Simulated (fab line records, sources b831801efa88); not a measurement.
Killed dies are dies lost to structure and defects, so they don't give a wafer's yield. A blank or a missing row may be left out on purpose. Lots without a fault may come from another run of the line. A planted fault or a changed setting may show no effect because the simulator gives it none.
One fault seen from 2 desks | flow sfq_line | each desk has only its own numbers; what lay behind them comes last

THE TOOL OWNER'S DESK: rie_metal-03
The tool's own readings at SFQ_TRILAYER_M2_BARC_OPEN_METAL_ETCH_077 (etches BARC in O2, target depth 125 nm, time 41.7 s): means of the sampled wafers that have a number, for each lot that ran on this tool. A lot is out of limits, marked OUT, if its mean lies more than 4 standard deviations from the usual mean; the brackets give that distance.
Columns: A = drypump_motor_current_A at SFQ_TRILAYER_M2_BARC_OPEN_METAL_ETCH_077, usual 5.6 A; B = oes_product_au at SFQ_TRILAYER_M2_BARC_OPEN_METAL_ETCH_077, usual 0.685 a.u.; C = run_length_s at SFQ_TRILAYER_M2_BARC_OPEN_METAL_ETCH_077, usual 70.0 s
lot  | first seen here | A   | B                | C
L737 | day 25 23:21    | 5.9 | 0.686            | 69.8
L746 | day 36 03:07    | 5.9 | 0.688            | 69.7
L749 | day 37 08:13    | 5.5 | 0.688            | 70.2
L754 | day 38 18:29    | 5.7 | 0.707 (+4.8) OUT | 68.4 (-4.9) OUT
L756 | day 39 17:35    | 5.9 | 0.713 (+6.2) OUT | 67.8 (-6.8) OUT
This desk's finding: out of limits on L754, L756; first on L754, day 38 18:29 (oes_product_au at SFQ_TRILAYER_M2_BARC_OPEN_METAL_ETCH_077). In limits: L737, L746, L749.

THE METROLOGY DESK
What the gauges read, lot by lot, whatever tool the lot ran on: means of the sampled wafers that have a number. A lot is out of limits, marked OUT, if its mean lies more than 4 standard deviations from the usual mean; the brackets give that distance.
Columns: A = I2_BOW at SFQ_I2_BOW_MEAS_917, usual 4 um
lot  | first seen here | A
L737 | day 26 04:44    | 7
L739 | day 26 16:38    | 9
L740 | day 27 01:39    | 11
L741 | day 28 16:38    | 6
L742 | day 28 22:01    | 9
L746 | day 36 17:17    | 0
L747 | day 37 02:17    | -14
L748 | day 37 17:20    | 8
L749 | day 38 05:17    | -2
L753 | day 39 17:18    | 14
L754 | day 39 20:17    | 7
L756 | day 40 04:09    | 11
L759 | day 41 18:02    | 1
L760 | day 42 07:19    | -7
This desk's finding: nothing out of limits on any of the 14 lots.

PUT TOGETHER
The tool owner's desk could have raised an alarm at day 38 18:29, on L754, L756.
The metrology desk saw nothing out of limits.
The metrology desk has L754, L756 on record, within its limits.
Of the lots named, all ran SFQ_TRILAYER_M2_BARC_OPEN_METAL_ETCH_077 on rie_metal-03.

WHAT THE SIMULATOR HAD PUT IN
Process parameter drift: rie_metal-03, from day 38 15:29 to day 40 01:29, at SFQ_TRILAYER_M2_BARC_OPEN_METAL_ETCH_077. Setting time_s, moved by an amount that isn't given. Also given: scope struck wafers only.
Lots struck among those shown: L754, L756.
Hours from the fault's start to each desk's first reading out of limits: the tool owner's desk, 3.
